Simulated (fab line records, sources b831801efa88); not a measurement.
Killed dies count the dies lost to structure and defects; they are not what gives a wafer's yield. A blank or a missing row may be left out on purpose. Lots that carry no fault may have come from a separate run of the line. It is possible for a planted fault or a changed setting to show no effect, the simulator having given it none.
Which tool is to blame? :: flow sky130 :: 12 lots, 36 wafers sampled, at 2 steps of a route of 708

WHAT THE GAUGES READ, wafer by wafer
SKY_VT_ADJUST_HVTR_TW_MEAS_11. Usual: for VT_ADJUST_HVTR_TW the level is 210.9 and the standard deviation is 2.3.
lot: L189
measured: day 9 21:53
on: filmMetro-02
VT_ADJUST_HVTR_TW: 209.0 208.9 208.7
flag: 

lot: L190
measured: day 10 06:46
on: filmMetro-03
VT_ADJUST_HVTR_TW: 210.8 211.8 209.8
flag: 

lot: L191
measured: day 11 04:13
on: filmMetro-03
VT_ADJUST_HVTR_TW: 210.4 210.1 210.8
flag: 

lot: L192
measured: day 11 06:16
on: filmMetro-01
VT_ADJUST_HVTR_TW: 216.2 215.2 215.7
flag: 

lot: L194
measured: day 11 14:19
on: filmMetro-01
VT_ADJUST_HVTR_TW: 215.3 215.4 214.7
flag: 

lot: L195
measured: day 11 22:19
on: filmMetro-02
VT_ADJUST_HVTR_TW: 209.3 209.3 210.2
flag: 

lot: L199
measured: day 13 01:06
on: filmMetro-02
VT_ADJUST_HVTR_TW: 208.5 209.4 207.8
flag: 

lot: L204
measured: day 14 13:12
on: filmMetro-02
VT_ADJUST_HVTR_TW: 209.6 209.3 210.3
flag: 

lot: L205
measured: day 14 17:28
on: filmMetro-01
VT_ADJUST_HVTR_TW: 213.7 214.4 215.5
flag: 

lot: L207
measured: day 15 12:40
on: filmMetro-03
VT_ADJUST_HVTR_TW: 210.7 209.9 209.8
flag: 

lot: L206
measured: day 15 13:44
on: filmMetro-01
VT_ADJUST_HVTR_TW: 215.4 215.7 216.0
flag: 

lot: L210
measured: day 16 10:49
on: filmMetro-03
VT_ADJUST_HVTR_TW: 210.2 209.4 210.0
flag: 

TOOL THAT RAN EACH LOT (tool first, then ch and the chambers of the sampled wafers, then the start)
lot: L189
SKY_PWDE_STRIP_09: plasmaAsher-01 ch 0,1, day 4 04:55

lot: L190
SKY_PWDE_STRIP_09: plasmaAsher-01 ch 0,1, day 4 12:01

lot: L191
SKY_PWDE_STRIP_09: plasmaAsher-01 ch 0,1, day 5 04:44

lot: L192
SKY_PWDE_STRIP_09: plasmaAsher-01 ch 0,1, day 5 06:55

lot: L194
SKY_PWDE_STRIP_09: plasmaAsher-04 ch 0,1, day 5 14:10

lot: L195
SKY_PWDE_STRIP_09: plasmaAsher-04 ch 0,1, day 5 17:54

lot: L199
SKY_PWDE_STRIP_09: plasmaAsher-01 ch 0,1, day 6 17:31

lot: L204
SKY_PWDE_STRIP_09: plasmaAsher-04 ch 0,1, day 7 17:25

lot: L205
SKY_PWDE_STRIP_09: plasmaAsher-01 ch 0,1, day 7 23:53

lot: L207
SKY_PWDE_STRIP_09: plasmaAsher-04 ch 0,1, day 8 12:27

lot: L206
SKY_PWDE_STRIP_09: plasmaAsher-03 ch 0,1, day 8 12:43

lot: L210
SKY_PWDE_STRIP_09: plasmaAsher-01 ch 0,1, day 9 06:32
- SKY_PWDE_STRIP_09: strips in O2/N2.

WHAT THE TOOLS THEMSELVES READ (means of the sampled wafers that have a number; where no wafer has one, the mark that the record gives instead)
SKY_PWDE_STRIP_09. Usual: drypumpMotorCurrentA 5.3 A, standard deviation 0.42; oesProductAu 0.723 a.u., standard deviation 0.0042; stripTimeToEndpointS 36.93 s, standard deviation 0.082.
lot: L189
tool: plasmaAsher-01
drypumpMotorCurrentA (A): 5.4
oesProductAu (a.u.): 0.721
stripTimeToEndpointS (s): 36.98
flag: 

lot: L190
tool: plasmaAsher-01
drypumpMotorCurrentA (A): 5.5
oesProductAu (a.u.): 0.720
stripTimeToEndpointS (s): 36.95
flag: 

lot: L191
tool: plasmaAsher-01
drypumpMotorCurrentA (A): 5.4
oesProductAu (a.u.): 0.723
stripTimeToEndpointS (s): 37.04
flag: 

lot: L192
tool: plasmaAsher-01
drypumpMotorCurrentA (A): 5.2
oesProductAu (a.u.): 0.722
stripTimeToEndpointS (s): 36.76
flag: 

lot: L194
tool: plasmaAsher-04
drypumpMotorCurrentA (A): 5.1
oesProductAu (a.u.): 0.721
stripTimeToEndpointS (s): 36.97
flag: 

lot: L195
tool: plasmaAsher-04
drypumpMotorCurrentA (A): 5.1
oesProductAu (a.u.): 0.724
stripTimeToEndpointS (s): 36.89
flag: 

lot: L199
tool: plasmaAsher-01
drypumpMotorCurrentA (A): 5.4
oesProductAu (a.u.): 0.725
stripTimeToEndpointS (s): 36.91
flag: 

lot: L204
tool: plasmaAsher-04
drypumpMotorCurrentA (A): 5.1
oesProductAu (a.u.): 0.723
stripTimeToEndpointS (s): 37.04
flag: 

lot: L205
tool: plasmaAsher-01
drypumpMotorCurrentA (A): 5.2
oesProductAu (a.u.): 0.719
stripTimeToEndpointS (s): 36.89
flag: 

lot: L207
tool: plasmaAsher-04
drypumpMotorCurrentA (A): 5.1
oesProductAu (a.u.): 0.722
stripTimeToEndpointS (s): 36.93
flag: 

lot: L206
tool: plasmaAsher-03
drypumpMotorCurrentA (A): 5.4
oesProductAu (a.u.): 0.721
stripTimeToEndpointS (s): 36.89
flag: 

lot: L210
tool: plasmaAsher-01
drypumpMotorCurrentA (A): 5.2
oesProductAu (a.u.): 0.720
stripTimeToEndpointS (s): 36.96
flag: 

THE ANSWER, worked out from the rows above alone
Rule: lot off if the mean of its wafers having a number is beyond 3 standard deviations from the usual mean. Also off: a lot with no number at a reading for which 4 or more lots have one. All remaining lots with rows at the step are treated as sound. After the gauges, taken in route order, come the tools' own readings; for these a lot's mean is taken, as printed above. At the first step where some lot is off, the reading lying furthest off is the one used; lots without a number count as furthest.
No lot is off on any of the readings shown, so nothing can be concluded from this.

WHAT WAS PUT IN BY THE SIMULATOR
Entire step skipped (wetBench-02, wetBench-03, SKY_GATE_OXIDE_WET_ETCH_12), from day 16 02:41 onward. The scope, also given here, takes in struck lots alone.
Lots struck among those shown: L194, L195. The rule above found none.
